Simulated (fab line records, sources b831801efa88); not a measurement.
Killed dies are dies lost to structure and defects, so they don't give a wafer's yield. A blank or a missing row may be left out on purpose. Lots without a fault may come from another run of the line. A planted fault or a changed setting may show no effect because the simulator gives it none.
Chamber matching | flow sky130 | SKY_FIELD_ISO_ETCH_17 on rie_si-01: 4 sister chambers
The step etches Si in HBr/Cl2/O2, target depth 342 nm, time 97.7 s. 4 wafers are shown with their chamber, then 8 later ones without.

WAFERS WITH THEIR CHAMBER
wafer  | chamber | drypump_motor_current_A (A)
L440.6 | 3       | 5.9
L442.2 | 2       | 5.2
L442.5 | 1       | 5.5
L444.2 | 0       | 5.4

WAFERS WITHOUT THEIR CHAMBER
wafer  | drypump_motor_current_A (A)
L444.4 | 5.6
L444.5 | 5.6
L446.1 | 5.5
L446.3 | 5.9
L446.5 | 5.9
L447.1 | 5.2
L447.3 | 5.4
L447.4 | 6.0

WHICH CHAMBER EACH WENT THROUGH
wafer  | from the rows above     | in truth
L444.4 | can't be placed: 1 or 0 | 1
L444.5 | can't be placed: 1 or 0 | 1
L446.1 | can't be placed: 1 or 0 | 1
L446.3 | 3                       | 3
L446.5 | 3                       | 3
L447.1 | 2                       | 2
L447.3 | can't be placed: 0 or 1 | 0
L447.4 | 3                       | 3
Placed correctly: 4 of 8. Can't be placed from these rows: 4 (the true chamber is among the candidates in 4). Placed wrongly: 0.
How it was worked out, from the rows above alone: a wafer's distance from a chamber is the root of the sum, over the readings, of the square of ((its reading less the chamber's mean) divided by the reading's scatter). The wafer belongs to the nearest chamber; if the next one is less than 2 further off, it can't be placed. A chamber's mean is the mean of its shown wafers. The scatter: with one shown wafer a chamber, the root of the mean of the squares of how far each hidden wafer lies from its nearest shown one.
